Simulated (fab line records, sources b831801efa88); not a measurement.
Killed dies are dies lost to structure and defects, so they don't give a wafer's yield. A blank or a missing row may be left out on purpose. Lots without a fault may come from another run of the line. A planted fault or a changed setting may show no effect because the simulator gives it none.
Which tool did it? | flow gf180mcu | 12 lots, 36 wafers sampled, at 7 steps of a route of 602

WHAT THE GAUGES READ, wafer by wafer
GF_STI_THK_MEAS_24. Usual: STI_CVD_23_THK 648 nm, standard deviation 5.9.
lot  | measured    | on            | STI_CVD_23_THK (nm) | flag
L978 | day 2 03:25 | film_metro-03 | 641 640 644         |
L982 | day 2 23:56 | film_metro-03 | 656 656 650         |
L986 | day 3 20:28 | film_metro-02 | 647 651 651         |
L990 | day 4 17:37 | film_metro-02 | 642 635 633         |
L992 | day 5 05:15 | film_metro-02 | 644 652 647         |
L993 | day 5 09:19 | film_metro-02 | 642 655 645         |
L994 | day 5 13:52 | film_metro-03 | 650 654 645         |
L995 | day 5 20:19 | film_metro-03 | 657 651 643         |
L998 | day 6 12:41 | film_metro-03 | 640 640 633         |
L999 | day 6 15:58 | film_metro-04 | 644 652 640         |
L100 | day 6 21:47 | film_metro-04 | 649 647 648         |
L101 | day 7 01:53 | film_metro-04 | 654 658 646         |

GF_VT_IMPLANT_OVL_MEAS_07. Usual: VT_IMPLANT_OVL -2.2 nm, standard deviation 1.4.
lot  | measured     | on         | VT_IMPLANT_OVL (nm) | flag
L978 | day 5 13:54  | overlay-02 | -1.6 -1.5 -1.4      |
L982 | day 6 13:36  | overlay-01 | -1.0 -1.6 -0.5      |
L986 | day 7 18:12  | overlay-01 | -0.7 -0.1 -1.3      |
L990 | day 8 14:58  | overlay-01 | -3.3 -0.4 -0.4      |
L992 | day 9 06:30  | overlay-02 | - - -               | OFF
L993 | day 9 11:06  | overlay-01 | - - -               | OFF
L994 | day 9 19:14  | overlay-01 | -1.9 -1.8 -0.8      |
L995 | day 9 22:54  | overlay-01 | -4.6 -4.3 -5.1      |
L998 | day 10 18:51 | overlay-02 | -1.2 -1.7 -3.1      |
L999 | day 11 03:01 | overlay-01 | -0.9 0.4 -1.2       |
L100 | day 11 05:47 | overlay-02 | -2.8 -4.4 -2.1      |
L101 | day 11 10:09 | overlay-02 | -4.1 -4.1 -2.8      |

GF_VT_IMPLANT_TW_MEAS_10. Usual: VT_IMPLANT_TW 565, standard deviation 9.4.
lot  | measured     | on            | VT_IMPLANT_TW | flag
L978 | day 5 14:12  | film_metro-03 | 572 568 572   |
L982 | day 6 13:53  | film_metro-01 | 557 556 553   |
L986 | day 7 18:29  | film_metro-01 | 559 559 557   |
L990 | day 8 15:15  | film_metro-03 | 575 577 578   |
L992 | day 9 06:47  | film_metro-02 | 554 558 556   |
L993 | day 9 11:23  | film_metro-03 | 575 573 579   |
L994 | day 9 19:31  | film_metro-03 | 569 577 575   |
L995 | day 9 23:11  | film_metro-03 | 576 574 574   |
L998 | day 10 19:08 | film_metro-01 | 554 555 551   |
L999 | day 11 03:19 | film_metro-02 | 555 557 556   |
L100 | day 11 06:04 | film_metro-02 | 559 556 557   |
L101 | day 11 10:26 | film_metro-02 | 557 556 555   |

GF_VT_IMPLANT_TW_MEAS_32. Usual: VT_IMPLANT_3_TW 269, standard deviation 3.9.
lot  | measured     | on            | VT_IMPLANT_3_TW | flag
L978 | day 6 20:24  | film_metro-02 | 268 267 267     |
L982 | day 7 21:02  | film_metro-01 | 265 266 265     |
L986 | day 9 02:08  | film_metro-03 | 276 274 273     |
L990 | day 10 00:18 | film_metro-02 | 267 267 268     |
L992 | day 10 17:50 | film_metro-03 | 589 589 592     | OFF
L993 | day 10 23:31 | film_metro-02 | 575 577 575     | OFF
L994 | day 11 08:32 | film_metro-02 | 264 265 265     |
L995 | day 11 11:18 | film_metro-03 | 274 275 273     |
L998 | day 12 08:08 | film_metro-02 | 266 268 266     |
L999 | day 12 16:42 | film_metro-03 | 271 273 272     |
L100 | day 12 20:46 | film_metro-03 | 272 272 272     |
L101 | day 13 00:51 | film_metro-02 | 266 267 267     |

GF_VT_IMPLANT_TW_MEAS_43. Usual: VT_IMPLANT_4_TW 691, standard deviation 11.
lot  | measured     | on            | VT_IMPLANT_4_TW | flag
L978 | day 7 12:12  | film_metro-02 | 685 683 686     |
L982 | day 8 12:53  | film_metro-01 | 680 679 679     |
L986 | day 9 19:50  | film_metro-01 | 684 686 684     |
L990 | day 10 18:30 | film_metro-03 | 706 706 708     |
L992 | day 11 11:41 | film_metro-02 | 776 780 779     | OFF
L993 | day 11 18:01 | film_metro-03 | 800 806 804     | OFF
L994 | day 12 03:31 | film_metro-03 | 704 702 700     |
L995 | day 12 06:00 | film_metro-01 | 679 679 678     |
L998 | day 13 03:47 | film_metro-01 | 677 677 683     |
L999 | day 13 12:22 | film_metro-01 | 681 678 682     |
L100 | day 13 16:40 | film_metro-03 | 709 710 713     |
L101 | day 13 20:56 | film_metro-02 | 685 687 687     |

WHICH TOOL RAN EACH LOT (tool, then ch and the chambers of the sampled wafers, then the start)
lot  | GF_NWELL_STRIP_10                   | GF_VT_IMPLANT_COAT_02
L978 | plasma_asher-03 ch 0,1, day 3 06:49 | litho_track-04 ch 0, day 5 06:42
L982 | plasma_asher-01 ch 0,1, day 4 04:23 | litho_track-04 ch 0, day 6 06:22
L986 | plasma_asher-01 ch 1, day 5 04:35   | litho_track-02 ch 0, day 7 09:49
L990 | plasma_asher-02 ch 0,1, day 6 00:52 | litho_track-03 ch 0, day 8 07:41
L992 | plasma_asher-02 ch 0,1, day 6 13:38 | litho_track-03, day 8 21:40
L993 | plasma_asher-03 ch 0,1, day 6 18:35 | litho_track-04, day 9 02:09
L994 | plasma_asher-02 ch 0,1, day 7 02:07 | litho_track-02 ch 0, day 9 10:02
L995 | plasma_asher-02 ch 0,1, day 7 05:52 | litho_track-03 ch 0, day 9 14:11
L998 | plasma_asher-03 ch 0, day 7 23:11   | litho_track-04 ch 0, day 10 09:43
L999 | plasma_asher-02 ch 0,1, day 8 04:49 | litho_track-03 ch 0, day 10 18:13
L100 | plasma_asher-03 ch 0,1, day 8 08:37 | litho_track-04 ch 0, day 10 20:45
L101 | plasma_asher-01 ch 0,1, day 8 12:22 | litho_track-04 ch 0, day 11 00:33
- GF_NWELL_STRIP_10: strips in O2/N2.
- GF_VT_IMPLANT_COAT_02: resist thk 1000 nm.

WHAT THE TOOLS THEMSELVES READ (means of the sampled wafers that have a number; where no wafer has one, the mark that the record gives instead)
GF_NWELL_STRIP_10. Usual: drypump_motor_current_A 5.7 A, standard deviation 0.5; heater_power_w 330 W, standard deviation 24; oes_product_au 0.723 a.u., standard deviation 0.0046; strip_time_to_endpoint_s 36.96 s, standard deviation 0.12.
lot  | tool            | drypump_motor_current_A (A) | heater_power_w (W) | oes_product_au (a.u.) | strip_time_to_endpoint_s (s) | flag
L978 | plasma_asher-03 | 5.9                         | 370                | 0.720                 | 36.74                        |
L982 | plasma_asher-01 | 6.1                         | 324                | 0.724                 | 36.80                        |
L986 | plasma_asher-01 | 5.1                         | 331                | 0.726                 | 37.06                        |
L990 | plasma_asher-02 | 5.6                         | 305                | 0.727                 | 36.83                        |
L992 | plasma_asher-02 | 5.6                         | 309                | 0.724                 | 36.88                        |
L993 | plasma_asher-03 | 5.7                         | 354                | 0.724                 | 37.01                        |
L994 | plasma_asher-02 | 5.6                         | 311                | 0.725                 | 36.92                        |
L995 | plasma_asher-02 | 5.6                         | 303                | 0.723                 | 37.09                        |
L998 | plasma_asher-03 | 5.6                         | 353                | 0.721                 | 36.92                        |
L999 | plasma_asher-02 | 5.6                         | 308                | 0.719                 | 37.02                        |
L100 | plasma_asher-03 | 5.7                         | 358                | 0.723                 | 37.06                        |
L101 | plasma_asher-01 | 6.1                         | 326                | 0.723                 | 37.21                        |

GF_VT_IMPLANT_COAT_02. Usual: chill_plate_temp_C 23.00 C, standard deviation 0.11; dispense_pressure_kPa 48 kPa, standard deviation 4.4.
lot  | tool           | chill_plate_temp_C (C) | dispense_pressure_kPa (kPa) | flag
L978 | litho_track-04 | 22.91                  | 49                          |
L982 | litho_track-04 | 22.87                  | 49                          |
L986 | litho_track-02 | 23.01                  | 54                          |
L990 | litho_track-03 | 23.08                  | 42                          |
L992 | litho_track-03 | -                      | -                           | OFF
L993 | litho_track-04 | -                      | -                           | OFF
L994 | litho_track-02 | 23.03                  | 54                          |
L995 | litho_track-03 | 22.88                  | 42                          |
L998 | litho_track-04 | 23.00                  | 49                          |
L999 | litho_track-03 | 23.06                  | 42                          |
L100 | litho_track-04 | 22.96                  | 49                          |
L101 | litho_track-04 | 23.01                  | 49                          |

THE ANSWER, worked out from the rows above alone
Rule: a lot is off if the mean of its wafers that have a number lies more than 3 standard deviations from the usual mean. A lot without any number at a reading at which 4 lots or more have one is off too. The other lots that the step has rows for count as sound. The gauges are gone through in route order, then the tools' own readings, and for those a lot's mean is taken as printed above. The first step at which some lot is off is used, and at that step the reading that is off furthest; a lot without a number counts as furthest.
Off: L992, L993, at GF_VT_IMPLANT_OVL_MEAS_07 (VT_IMPLANT_OVL). Without a number there: L992, L993.
A tool fits if, at a process step before that reading, it ran every lot that is off, and no sound lot after the first of them. The gauges at GF_VT_IMPLANT_OVL_MEAS_07 aren't tried: what is off there is off at GF_VT_IMPLANT_TW_MEAS_32 too, on other tools, and a gauge's error can't cause that. None of those tried fits.

WHAT THE SIMULATOR HAD PUT IN
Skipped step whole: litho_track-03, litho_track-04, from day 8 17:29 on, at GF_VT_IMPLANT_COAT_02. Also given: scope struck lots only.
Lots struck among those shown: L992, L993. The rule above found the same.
